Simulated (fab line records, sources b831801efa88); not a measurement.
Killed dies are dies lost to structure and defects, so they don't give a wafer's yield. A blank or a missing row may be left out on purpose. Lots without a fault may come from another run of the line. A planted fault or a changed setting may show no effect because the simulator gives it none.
fab line records | flow sky130
record lots=12 wafers=36 last_day=50
route steps=708 shown SONOS_ONO@173 GATE_OXIDE@200 LDD_N@239 PAD_OPEN@708
lots that met no fault: from a run of the same line without faults
start_h: hours from the record's first day to the start of the lot's first wafer shown | wait_h: hours since the lot's step before | " the same as in the row above | L1.1+2: a row that stands for several wafers | - no value, or no start given | * or withheld: withheld | < > ~ a bound
route shown NAME@n: a module of which the file shows steps, and the number in the route of the first | usual: mean/standard deviation of fault-free wafers | same: alike in all rows | chamber/n: place in a boat | sites: the reading at each site | _std_site: their standard deviation | _edge_site: outer sites' mean less inner sites' | radius_mm: how far each site lies from the wafer's centre | mask NAME#n: copy n | behind: the tool/chamber that last shaped the wafer | hold: why the lot was held/for how many hours/how that ended | device: the transistor (n, p or np) that didn't switch | end of line: the same wafers' tests at the end of the route | a step without rows: its recipe alone | killed: dies lost to structure and defects at the first sort, not the wafer's yield | map: a wafer's dies, x killed, . not, _ none there
set.NAME: the setting as run; set.NAME@STEP: as run at that earlier step | model.NAME: the simulator's own value behind a step, which no gauge read
steps of the route over a sample of lots; a table a step, a row a wafer
services: from which hour (start_h, from the record's first day; less than 0 if before it) a tool's chamber was out of use, for how many hours, and why
## steps
# step SKY_SONOS_ONO_THK_MEAS_05
# recipe reads=SiO2_of_SONOS_ONO_CVD_04
# usual SONOS_ONO_CVD_04_THK=5.64/0.1
# columns lot.wafer tool chamber start_h wait_h SONOS_ONO_CVD_04_THK[nm]
L375.1 film_metro-01 - 281.16 0.0 5.55
L375.2 " - " " 5.63
L375.3 " - " " 5.62
L378.2 film_metro-02 - 300.89 0.0 5.71
L378.3 " - " " 5.60
L378.6 " - " " 5.75
L379.2 film_metro-01 - 312.76 0.0 5.72
L379.5 " - " " 5.66
L379.6 " - " " 5.69
L380.3 film_metro-02 - 320.05 0.0 5.50
L380.5 " - " " 5.39
L380.6 " - " " 5.45
L383.2 film_metro-04 - 337.70 0.0 5.62
L383.3 " - " " 5.73
L383.6 " - " " 5.58
L384.1 film_metro-02 - 346.91 0.0 5.69
L384.2 " - " " 5.63
L384.3 " - " " 5.64
L385.1 film_metro-04 - 363.52 0.0 5.51
L385.3 " - " " 5.42
L385.6 " - " " 5.53
L386.1 film_metro-04 - 371.00 0.0 5.65
L386.2 " - " " 5.63
L386.4 " - " " 5.63
L388.1 film_metro-04 - 388.77 0.0 5.51
L388.5 " - " " 5.51
L388.6 " - " " 5.59
L389.1 film_metro-01 - 388.77 0.0 5.72
L389.2 " - " " 5.71
L389.4 " - " " 5.70
L390.3 film_metro-01 - 397.08 0.0 5.62
L390.4 " - " " 5.51
L390.5 " - " " 5.57
L395.1 film_metro-04 - 444.77 0.0 5.62
L395.5 " - " " 5.66
L395.6 " - " " 5.56
# step SKY_SONOS_ONO_OVL_MEAS_14
# usual SONOS_ONO_OVL=0.7/1.3
# columns lot.wafer tool chamber start_h wait_h SONOS_ONO_OVL[nm]
L375.1 overlay-02 - 306.48 0.1 1.7
L375.2 " - " " 1.5
L375.3 " - " " 0.6
L378.2 overlay-02 - 326.99 0.1 -0.4
L378.3 " - " " 0.1
L378.6 " - " " -0.2
L379.2 overlay-02 - 338.74 0.1 1.0
L379.5 " - " " 1.5
L379.6 " - " " 0.9
L380.3 overlay-02 - 346.24 0.1 -0.7
L380.5 " - " " 0.0
L380.6 " - " " 1.4
L383.2 overlay-01 - 365.99 0.1 -0.5
L383.3 " - " " -1.1
L383.6 " - " " 0.9
L384.1 overlay-02 - 374.73 0.1 0.7
L384.2 " - " " 1.9
L384.3 " - " " 1.7
L385.1 overlay-01 - 392.58 0.1 1.1
L385.3 " - " " 1.2
L385.6 " - " " 2.2
L386.1 overlay-01 - 398.93 0.1 1.0
L386.2 " - " " -2.6
L386.4 " - " " -1.2
L388.1 overlay-01 - 418.55 0.1 -0.1
L388.5 " - " " 0.0
L388.6 " - " " 0.2
L389.1 overlay-02 - 418.68 0.1 1.9
L389.2 " - " " 1.0
L389.4 " - " " 0.3
L390.3 overlay-01 - 428.09 0.1 -0.5
L390.4 " - " " -1.1
L390.5 " - " " -1.4
L395.1 overlay-02 - 475.53 0.1 1.2
L395.5 " - " " 1.2
L395.6 " - " " 1.6
# step SKY_GATE_OXIDE_STRIP_13
# recipe chemistry=O2/N2 power_w=1400 pressure_mtorr=1500 platen_temp_c=withheld o2_flow_sccm=3000 n2_flow_sccm=300 overash_fraction=0.5
# usual drypump_motor_current_A=5.68/0.26 n2_flow_sccm=299.9/0.88 oes_product_au=0.716/0.0044 strip_time_to_endpoint_s=14.19/0.038
# columns lot.wafer tool chamber start_h wait_h drypump_motor_current_A n2_flow_sccm oes_product_au rf_hours_counter_h strip_time_to_endpoint_s
L375.1 plasma_asher-04 1 336.65 0.0 5.43 301.2 0.713 58 14.20
L375.2 " 0 " " 6.07 300.7 0.720 58 14.13
L375.3 " 0 " " 6.08 299.8 0.707 - 14.18
L378.2 plasma_asher-04 1 356.98 0.0 5.41 299.2 0.711 60 14.15
L378.3 " 0 " " 6.04 298.8 0.716 - 14.21
L378.6 " 1 " " 5.43 299.4 0.715 - 14.23
L379.2 plasma_asher-03 1 368.98 0.0 5.72 300.2 0.713 56 14.17
L379.5 " 0 " " 5.76 300.5 0.720 - 14.19
L379.6 " 1 " " 5.69 300.2 0.719 - 14.19
L380.3 plasma_asher-04 0 375.53 0.0 6.05 300.3 0.711 - 14.22
L380.5 " 1 " " 5.41 299.0 0.721 - 14.23
L380.6 " 0 " " 6.06 300.7 0.709 - 14.21
L383.2 plasma_asher-03 1 398.15 0.0 5.70 300.4 0.718 59 14.16
L383.3 " 1 " " 5.68 301.2 0.717 - 14.14
L383.6 " 0 " " 5.75 300.6 0.720 - 14.13
L384.1 plasma_asher-03 0 406.30 0.0 5.72 299.1 0.712 60 14.15
L384.2 " 1 " " 5.67 299.7 0.715 60 14.11
L384.3 " 1 " " 5.68 298.3 0.717 - 14.17
L385.1 plasma_asher-01 0 425.65 0.0 5.88 300.7 0.720 29 14.24
L385.3 " 1 " " 5.20 300.9 0.715 - 14.19
L385.6 " 1 " " 5.20 300.0 0.714 - 14.19
L386.1 plasma_asher-01 0 432.45 0.0 5.88 300.5 0.720 30 14.15
L386.2 " 1 " " 5.16 300.3 0.714 30 14.19
L386.4 " 0 " " 5.87 300.6 0.718 - 14.17
L388.1 plasma_asher-03 1 451.10 0.0 5.72 300.5 0.707 65 14.22
L388.5 " 0 " " 5.71 299.2 0.716 - 14.18
L388.6 " 1 " " 5.71 299.0 0.710 - 14.15
L389.1 plasma_asher-03 0 451.85 0.0 5.69 299.7 0.717 65 14.15
L389.2 " 1 " " 5.72 299.4 0.714 65 14.22
L389.4 " 0 " " 5.72 300.5 0.725 - 14.19
L390.3 plasma_asher-01 1 460.94 0.0 5.21 301.1 0.711 - 14.20
L390.4 " 0 " " 5.88 299.8 0.718 - 14.21
L390.5 " 0 " " 5.86 300.4 0.713 - 14.22
L395.1 plasma_asher-03 1 508.78 0.0 5.70 301.6 0.719 71 14.14
L395.5 " 0 " " 5.71 300.8 0.710 - 14.19
L395.6 " 1 " " 5.68 299.4 0.712 - 14.17
# step SKY_LDD_N_COAT_02
# recipe resist=NOVOLAK spin_rpm=3000 resist_thk_nm=300
# usual chill_plate_temp_C=23.01/0.099
# columns lot.wafer tool chamber start_h wait_h chill_plate_temp_C
L375.1 litho_track-04 0 418.36 0.1 22.88
L375.2 " 0 " " 22.99
L375.3 " 0 " " 23.03
L378.2 litho_track-02 0 438.14 0.1 23.08
L378.3 " 0 " " 22.98
L378.6 " 0 " " 23.02
L379.2 litho_track-04 0 449.73 0.1 23.02
L379.5 " 0 " " 23.00
L379.6 " 0 " " 22.83
L380.3 litho_track-02 0 460.91 0.1 22.97
L380.5 " 0 " " 23.07
L380.6 " 0 " " 23.05
L383.2 litho_track-02 0 482.99 0.1 22.95
L383.3 " 0 " " 23.00
L383.6 " 0 " " 23.11
L384.1 litho_track-01 0 490.32 0.1 22.88
L384.2 " 0 " " 23.15
L384.3 " 0 " " 22.99
L385.1 litho_track-02 0 509.76 0.1 22.86
L385.3 " 0 " " 22.87
L385.6 " 0 " " 22.87
L386.1 litho_track-04 0 517.61 0.1 23.06
L386.2 " 0 " " 23.16
L386.4 " 0 " " 23.06
L388.1 litho_track-02 0 534.81 0.1 23.05
L388.5 " 0 " " 23.12
L388.6 " 0 " " 23.06
L389.1 litho_track-01 0 535.01 0.1 23.09
L389.2 " 0 " " 23.05
L389.4 " 0 " " 23.09
L390.3 litho_track-02 0 544.81 0.1 22.80
L390.4 " 0 " " 23.19
L390.5 " 0 " " 22.95
L395.1 litho_track-01 0 591.16 0.1 22.92
L395.5 " 0 " " 22.98
L395.6 " 0 " " 23.12
# step SKY_LDD_N_STRIP_16
# recipe chemistry=O2/N2 power_w=1400 pressure_mtorr=1500 platen_temp_c=withheld o2_flow_sccm=3000 n2_flow_sccm=300 overash_fraction=0.5
# usual drypump_motor_current_A=5.9/0.52 n2_flow_sccm=299.9/1.2 oes_product_au=0.407/0.0044 strip_time_to_endpoint_s=4.324/0.016
# columns lot.wafer tool chamber start_h wait_h drypump_motor_current_A n2_flow_sccm oes_product_au rf_hours_counter_h strip_time_to_endpoint_s
L375.1 plasma_asher-02 0 434.95 0.1 6.8 300.8 0.407 0 4.334
L375.2 " 1 " " 5.7 300.1 0.406 0 4.334
L375.3 " 1 " " 5.7 300.9 0.403 - 4.361
L378.2 plasma_asher-04 1 455.70 0.1 5.4 300.2 0.404 70 4.326
L378.3 " 0 " " 6.1 299.6 0.394 - 4.304
L378.6 " 0 " " 6.0 299.2 0.404 - 4.337
L379.2 plasma_asher-02 1 466.79 0.1 5.7 300.8 0.412 2 4.339
L379.5 " 0 " " 6.8 298.8 0.405 - 4.325
L379.6 " 1 " " 5.8 298.1 0.412 - 4.362
L380.3 plasma_asher-04 0 477.28 0.1 6.1 300.3 0.411 - 4.296
L380.5 " 1 " " 5.4 300.6 0.404 - 4.326
L380.6 " 0 " " 6.1 299.4 0.406 - 4.312
L383.2 plasma_asher-04 0 500.13 0.1 6.1 298.7 0.410 75 4.347
L383.3 " 1 " " 5.4 299.9 0.409 - 4.331
L383.6 " 1 " " 5.4 299.8 0.401 - 4.315
L384.1 plasma_asher-02 0 507.10 0.1 6.8 291.3 0.399 6 4.313
L384.2 " 1 " " 5.8 298.9 0.408 6 4.310
L384.3 " 0 " " 6.8 300.3 0.411 - 4.311
L385.1 plasma_asher-02 0 526.50 0.1 6.8 300.7 0.407 8 4.324
L385.3 " 0 " " 6.9 300.8 0.407 - 4.327
L385.6 " 1 " " 5.8 300.7 0.407 - 4.328
L386.1 plasma_asher-04 0 533.49 0.1 6.0 300.8 0.402 79 4.330
L386.2 " 1 " " 5.4 300.2 0.405 79 4.342
L386.4 " 0 " " 6.1 300.0 0.411 - 4.311
L388.1 plasma_asher-02 1 551.99 0.1 5.7 299.6 0.384 11 3.908
L388.5 " 1 " " 5.8 299.2 0.393 - 3.925
L388.6 " 0 " " 6.8 301.9 0.389 - 3.928
L389.1 plasma_asher-04 1 552.40 0.1 5.4 300.1 0.405 81 4.299
L389.2 " 0 " " 6.0 298.5 0.411 81 4.313
L389.4 " 0 " " 6.0 299.2 0.402 - 4.318
L390.3 plasma_asher-01 1 561.48 0.1 5.2 299.3 0.385 - 3.897
L390.4 " 0 " " 5.9 300.2 0.388 - 3.882
L390.5 " 0 " " 5.9 300.5 0.392 - 3.891
L395.1 plasma_asher-02 1 607.39 0.1 5.8 299.6 0.406 17 4.326
L395.5 " 0 " " 6.9 300.1 0.408 - 4.318
L395.6 " 1 " " 5.7 300.1 0.409 - 4.310
# step SKY_PAD_OPEN_PROBE_99
# usual killed_at_M0_to_M3=44/6.5 killed_at_M4_up=2.9/1.7 killed_at_contacts=24/5.7 killed_at_front_end=16/4.4 killed_at_other=0.2/0.48 killed_dies=87/9.6 killed_open=48/6.7 killed_short=38/6.2
# same gross_dies=492 killed_at_back_side=0
# columns lot.wafer tool chamber start_h wait_h killed_at_M0_to_M3 killed_at_M4_up killed_at_contacts killed_at_front_end killed_at_other killed_dies killed_open killed_short
L375.1 prober-02 - 1100.56 0.1 48 4 26 25 2 105 50 54
L375.2 prober-02 - 1100.61 0.1 39 4 29 28 0 100 52 47
L375.3 prober-02 - 1100.66 0.2 54 5 17 18 0 94 57 37
L378.2 prober-01 - 1112.02 0.1 48 0 27 14 0 89 60 29
L378.3 prober-01 - 1112.07 0.2 51 3 42 18 0 114 63 51
L378.6 prober-01 - 1112.22 0.2 55 3 23 10 0 91 47 44
L379.2 prober-02 - 1121.78 0.1 47 3 24 11 0 85 54 31
L379.5 prober-02 - 1121.93 0.2 46 2 21 13 0 82 41 41
L379.6 prober-02 - 1121.98 0.2 39 1 23 21 1 85 47 38
L380.3 prober-01 - 1126.83 0.2 50 1 19 17 0 87 51 36
L380.5 prober-01 - 1126.93 0.2 58 6 28 18 0 110 53 57
L380.6 prober-01 - 1126.98 0.2 42 1 27 10 0 80 46 34
L383.2 prober-01 - 1142.40 0.1 53 2 19 7 0 81 45 36
L383.3 prober-01 - 1142.45 0.2 38 3 29 11 0 81 47 34
L383.6 prober-01 - 1142.60 0.2 39 2 25 8 0 74 36 38
L384.2 prober-02 - 1146.87 0.1 53 6 23 11 0 93 56 36
L384.3 prober-02 - 1146.92 0.2 41 3 31 11 0 86 45 40
L385.1 prober-02 - 1177.66 0.1 46 2 17 26 1 92 57 33
L385.3 prober-02 - 1177.76 0.2 41 5 21 20 0 87 47 39
L385.6 prober-02 - 1177.91 0.2 54 3 20 21 0 98 49 49
L386.1 prober-01 - 1178.37 0.1 42 3 22 12 0 79 46 33
L386.2 prober-01 - 1178.42 0.1 37 5 18 13 0 73 41 32
L386.4 prober-01 - 1178.52 0.2 39 3 23 9 1 75 45 30
L388.1 prober-02 - 1180.24 0.1 42 2 24 14 0 82 43 39
L388.5 prober-02 - 1180.44 0.2 42 5 23 21 0 91 45 46
L388.6 prober-02 - 1180.49 0.2 48 5 31 19 1 104 58 46
L389.1 prober-01 - 1180.36 0.1 45 3 24 20 0 92 47 45
L389.2 prober-01 - 1180.41 0.1 37 0 19 11 0 67 36 31
L389.4 prober-01 - 1180.51 0.2 53 3 23 11 0 90 53 37
L390.3 prober-02 - 1182.19 0.2 38 0 21 14 1 74 42 32
L390.4 prober-02 - 1182.24 0.2 33 2 30 18 1 84 49 35
L390.5 prober-02 - 1182.29 0.2 44 2 26 11 0 83 48 35
L395.1 prober-02 - 1203.73 0.1 52 3 23 12 0 90 48 42
L395.5 prober-02 - 1203.93 0.2 51 6 22 17 0 96 56 40
L395.6 prober-02 - 1203.98 0.2 54 4 19 18 0 95 50 45
# killed by level:class
L375.1 CONTACT:geometric_particle:open=11 VIA1:geometric_particle:open=11 VIA3:geometric_particle:short=7 METAL2:geometric_particle:short=7 FIELD_ISO:geometric_particle:short=6 POLY_GATE:geometric_particle:short=6 LI_CONTACT:geometric_particle:open=6 LOCAL_INTERCONNECT:geometric_particle:short=6
L375.2 LOCAL_INTERCONNECT:geometric_particle:short=10 POLY_GATE:geometric_particle:open=8 LI_CONTACT:geometric_particle:open=8 VIA1:geometric_particle:open=7 VIA2:geometric_particle:open=7 FIELD_ISO:geometric_particle:short=6 VIA3:geometric_particle:open=6 CONTACT:geometric_particle:short=5
L375.3 VIA1:geometric_particle:open=10 CONTACT:geometric_particle:open=9 METAL1:geometric_particle:short=9 POLY_GATE:geometric_particle:open=7 VIA2:geometric_particle:open=7 FIELD_ISO:geometric_particle:open=6 METAL2:geometric_particle:short=5 LOCAL_INTERCONNECT:geometric_particle:short=4
L378.2 VIA1:geometric_particle:open=14 CONTACT:geometric_particle:open=11 VIA2:geometric_particle:open=11 FIELD_ISO:geometric_particle:open=7 LI_CONTACT:geometric_particle:open=7 LOCAL_INTERCONNECT:geometric_particle:short=5 METAL2:geometric_particle:short=5 METAL1:geometric_particle:short=4
L378.3 VIA1:geometric_particle:open=16 LI_CONTACT:geometric_particle:open=13 CONTACT:geometric_particle:open=12 VIA1:geometric_particle:short=9 VIA2:geometric_particle:open=7 FIELD_ISO:geometric_particle:open=6 LOCAL_INTERCONNECT:geometric_particle:short=6 METAL1:geometric_particle:short=6
L378.6 VIA1:geometric_particle:open=12 CONTACT:geometric_particle:open=10 METAL1:geometric_particle:short=9 METAL2:geometric_particle:short=7 VIA3:geometric_particle:open=6 VIA1:geometric_particle:short=6 VIA2:geometric_particle:open=6 FIELD_ISO:geometric_particle:open=4
L379.2 VIA1:geometric_particle:open=15 CONTACT:geometric_particle:open=12 VIA2:geometric_particle:open=7 METAL2:geometric_particle:short=7 METAL2:geometric_particle:open=5 POLY_GATE:geometric_particle:open=4 LOCAL_INTERCONNECT:geometric_particle:short=4 FIELD_ISO:geometric_particle:open=3
L379.5 CONTACT:geometric_particle:open=10 METAL2:geometric_particle:short=10 METAL1:geometric_particle:short=7 VIA1:geometric_particle:open=6 VIA2:geometric_particle:open=6 VIA2:geometric_particle:short=5 POLY_GATE:geometric_particle:open=4 LI_CONTACT:geometric_particle:open=4
L379.6 VIA1:geometric_particle:open=9 CONTACT:geometric_particle:open=8 POLY_GATE:geometric_particle:open=7 METAL2:geometric_particle:short=7 LI_CONTACT:geometric_particle:open=6 VIA1:geometric_particle:short=6 FIELD_ISO:geometric_particle:open=5 VIA2:geometric_particle:open=4
L380.3 VIA1:geometric_particle:open=14 METAL3:geometric_particle:short=9 LI_CONTACT:geometric_particle:open=7 FIELD_ISO:geometric_particle:open=6 VIA3:geometric_particle:open=6 FIELD_ISO:geometric_particle:short=5 VIA1:geometric_particle:short=5 VIA2:geometric_particle:open=5
L380.5 VIA2:geometric_particle:open=12 VIA1:geometric_particle:open=12 CONTACT:geometric_particle:short=8 LI_CONTACT:geometric_particle:short=8 METAL2:geometric_particle:short=7 VIA3:geometric_particle:open=6 FIELD_ISO:geometric_particle:open=5 FIELD_ISO:geometric_particle:short=5
L380.6 VIA1:geometric_particle:open=12 LI_CONTACT:geometric_particle:open=9 CONTACT:geometric_particle:open=9 VIA2:geometric_particle:open=7 LOCAL_INTERCONNECT:geometric_particle:short=6 VIA2:geometric_particle:short=5 VIA3:geometric_particle:short=4 METAL2:geometric_particle:short=4
L383.2 CONTACT:geometric_particle:open=13 METAL1:geometric_particle:short=9 VIA3:geometric_particle:open=8 VIA1:geometric_particle:open=8 VIA1:geometric_particle:short=6 VIA2:geometric_particle:open=6 VIA2:geometric_particle:short=5 METAL3:geometric_particle:short=4
L383.3 LI_CONTACT:geometric_particle:open=11 CONTACT:geometric_particle:open=8 METAL1:geometric_particle:short=7 VIA1:geometric_particle:open=7 LOCAL_INTERCONNECT:geometric_particle:short=6 VIA2:geometric_particle:open=6 VIA2:geometric_particle:short=5 FIELD_ISO:geometric_particle:open=3
L383.6 LI_CONTACT:geometric_particle:open=7 VIA2:geometric_particle:open=6 LI_CONTACT:geometric_particle:short=5 CONTACT:geometric_particle:open=5 METAL1:geometric_particle:short=5 METAL2:geometric_particle:short=5 VIA3:geometric_particle:open=5 POLY_GATE:geometric_particle:open=4
L384.2 VIA1:geometric_particle:open=12 VIA2:geometric_particle:open=12 CONTACT:geometric_particle:open=10 LOCAL_INTERCONNECT:geometric_particle:short=5 METAL1:geometric_particle:short=5 METAL2:geometric_particle:short=5 VIA3:geometric_particle:open=5 LI_CONTACT:geometric_particle:open=4
L384.3 CONTACT:geometric_particle:open=13 VIA2:geometric_particle:open=8 METAL2:geometric_particle:short=8 LI_CONTACT:geometric_particle:open=7 CONTACT:geometric_particle:short=6 POLY_GATE:geometric_particle:short=5 METAL1:geometric_particle:short=5 METAL2:geometric_particle:open=4
L385.1 VIA1:geometric_particle:open=19 FIELD_ISO:geometric_particle:open=8 VIA3:geometric_particle:open=7 LOCAL_INTERCONNECT:geometric_particle:short=6 CONTACT:geometric_particle:open=6 VIA2:geometric_particle:open=6 VIA1:geometric_particle:short=5 FIELD_ISO:geometric_particle:short=4
L385.3 VIA1:geometric_particle:open=12 CONTACT:geometric_particle:open=10 VIA2:geometric_particle:open=6 FIELD_ISO:geometric_particle:short=5 VIA3:geometric_particle:open=5 FIELD_ISO:geometric_particle:open=4 POLY_GATE:geometric_particle:short=4 METAL4:geometric_particle:short=4
L385.6 CONTACT:geometric_particle:open=14 METAL2:geometric_particle:short=10 VIA2:geometric_particle:short=7 VIA1:geometric_particle:open=6 VIA3:geometric_particle:open=6 VIA2:geometric_particle:open=6 POLY_GATE:geometric_particle:short=5 FIELD_ISO:geometric_particle:open=4
L386.1 VIA2:geometric_particle:open=9 VIA1:geometric_particle:open=7 VIA3:geometric_particle:open=6 LI_CONTACT:geometric_particle:open=6 CONTACT:geometric_particle:open=6 METAL2:geometric_particle:short=6 FIELD_ISO:geometric_particle:open=4 LOCAL_INTERCONNECT:geometric_particle:short=4
L386.2 VIA3:geometric_particle:open=8 CONTACT:geometric_particle:open=7 METAL1:geometric_particle:short=7 FIELD_ISO:geometric_particle:short=6 LI_CONTACT:geometric_particle:open=6 VIA2:geometric_particle:open=6 VIA1:geometric_particle:open=5 POLY_GATE:geometric_particle:open=3
L386.4 VIA1:geometric_particle:open=12 CONTACT:geometric_particle:open=9 METAL1:geometric_particle:short=6 METAL2:geometric_particle:short=6 VIA3:geometric_particle:open=6 FIELD_ISO:geometric_particle:open=5 LI_CONTACT:geometric_particle:open=5 LOCAL_INTERCONNECT:geometric_particle:short=4
L388.1 VIA1:geometric_particle:open=11 CONTACT:geometric_particle:open=8 METAL2:geometric_particle:short=8 CONTACT:geometric_particle:short=6 LI_CONTACT:geometric_particle:open=5 VIA2:geometric_particle:open=5 METAL1:geometric_particle:short=5 FIELD_ISO:geometric_particle:open=4
L389.1 VIA1:geometric_particle:open=11 LI_CONTACT:geometric_particle:open=9 CONTACT:geometric_particle:open=9 METAL2:geometric_particle:short=7 VIA2:geometric_particle:open=7 FIELD_ISO:geometric_particle:short=6 METAL1:geometric_particle:short=6 VIA1:geometric_particle:short=6
L389.2 VIA1:geometric_particle:open=10 CONTACT:geometric_particle:open=8 VIA1:geometric_particle:short=5 METAL2:geometric_particle:short=5 LI_CONTACT:geometric_particle:open=4 METAL1:geometric_particle:short=4 CONTACT:geometric_particle:short=4 VIA2:geometric_particle:open=3
L388.5 VIA1:geometric_particle:open=12 FIELD_ISO:geometric_particle:short=9 LI_CONTACT:geometric_particle:open=7 CONTACT:geometric_particle:open=7 METAL2:geometric_particle:short=7 VIA2:geometric_particle:open=5 VIA3:geometric_particle:open=5 LI_CONTACT:geometric_particle:short=4
L388.6 VIA1:geometric_particle:open=14 CONTACT:geometric_particle:open=14 METAL1:geometric_particle:short=7 METAL2:geometric_particle:short=7 FIELD_ISO:geometric_particle:open=6 LI_CONTACT:geometric_particle:open=6 CONTACT:geometric_particle:short=6 VIA3:geometric_particle:short=5
L389.4 VIA1:geometric_particle:open=11 CONTACT:geometric_particle:open=10 VIA3:geometric_particle:open=9 LI_CONTACT:geometric_particle:open=7 METAL1:geometric_particle:short=6 VIA2:geometric_particle:open=6 LOCAL_INTERCONNECT:geometric_particle:short=4 VIA3:geometric_particle:short=4
L390.3 CONTACT:geometric_particle:open=8 LI_CONTACT:geometric_particle:open=6 VIA1:geometric_particle:open=6 VIA2:geometric_particle:open=5 FIELD_ISO:geometric_particle:short=4 POLY_GATE:geometric_particle:open=4 CONTACT:geometric_particle:short=4 METAL1:geometric_particle:short=4
L390.4 CONTACT:geometric_particle:open=13 METAL2:geometric_particle:short=9 VIA3:geometric_particle:open=9 POLY_GATE:geometric_particle:open=7 LI_CONTACT:geometric_particle:open=7 LI_CONTACT:geometric_particle:short=5 POLY_GATE:geometric_particle:short=4 LOCAL_INTERCONNECT:geometric_particle:short=4
L390.5 LI_CONTACT:geometric_particle:open=10 VIA1:geometric_particle:open=10 CONTACT:geometric_particle:open=9 VIA3:geometric_particle:open=8 METAL3:geometric_particle:short=6 METAL1:geometric_particle:short=6 FIELD_ISO:geometric_particle:short=4 VIA2:geometric_particle:open=4
L395.1 VIA1:geometric_particle:open=10 VIA3:geometric_particle:open=9 CONTACT:geometric_particle:open=8 METAL2:geometric_particle:short=8 LI_CONTACT:geometric_particle:open=6 METAL1:geometric_particle:short=6 VIA2:geometric_particle:open=5 POLY_CUT:geometric_particle:short=3
L395.5 VIA1:geometric_particle:open=11 CONTACT:geometric_particle:open=9 VIA3:geometric_particle:open=8 LI_CONTACT:geometric_particle:open=8 VIA2:geometric_particle:open=6 METAL3:geometric_particle:short=6 FIELD_ISO:geometric_particle:open=5 FIELD_ISO:geometric_particle:short=4
L395.6 METAL1:geometric_particle:short=10 VIA1:geometric_particle:open=10 CONTACT:geometric_particle:open=9 VIA3:geometric_particle:open=7 LI_CONTACT:geometric_particle:open=6 VIA1:geometric_particle:short=6 FIELD_ISO:geometric_particle:open=5 VIA2:geometric_particle:short=5
## services
# columns tool chamber start_h hours kind
plasma_asher-04 - 357.79 2.8 pm
plasma_asher-03 - 360.61 0.7 repair
plasma_asher-02 - 400.01 0.5 repair
plasma_asher-02 - 407.01 7.8 repair
plasma_asher-02 - 415.18 1.6 repair
plasma_asher-02 - 421.25 9.0 pm
plasma_asher-02 0 421.25 9.0 vent_cycle
plasma_asher-02 1 421.25 9.0 vent_cycle
plasma_asher-02 0 430.25 - clean
plasma_asher-02 1 430.25 - clean
plasma_asher-02 - 444.50 2.8 pm
plasma_asher-02 - 447.96 14.6 pm
plasma_asher-01 - 521.06 1.4 repair
plasma_asher-03 - 532.04 1.2 repair
plasma_asher-03 - 546.80 15.6 pm
## key
first_sign step=SKY_LDD_N_STRIP_16 reading=strip_time_to_endpoint_s direction=down sigmas=27 usual=* struck=*
effect step=SKY_LDD_N_STRIP_16 reading=oes_product_au direction=down sigmas=4.2 usual=0.407 struck=0.389
met_at SKY_LDD_N_COAT_02
struck_lots L388,L390
tester_left_out L388,L390
not_acting_at SKY_SONOS_ONO_THK_MEAS_05,SKY_SONOS_ONO_OVL_MEAS_14,SKY_GATE_OXIDE_STRIP_13
onset_between 509.76 534.81
fault kind=process_parameter_drift tool=litho_track-02 chamber=- onset_h=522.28 steps=SKY_LDD_N_COAT_02 channel=resist_thk_nm offset=-32.702 shape=step end_h=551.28 acts_in=these_recipes_only stated=300
# tester_left_out: of these lots the tester's yield and bins aren't shown, on N5 and GAA mostly nor the transistor test; their killed dies are dies lost to structure and defects alone, not to doping, threshold or leakage, so they don't give the yield
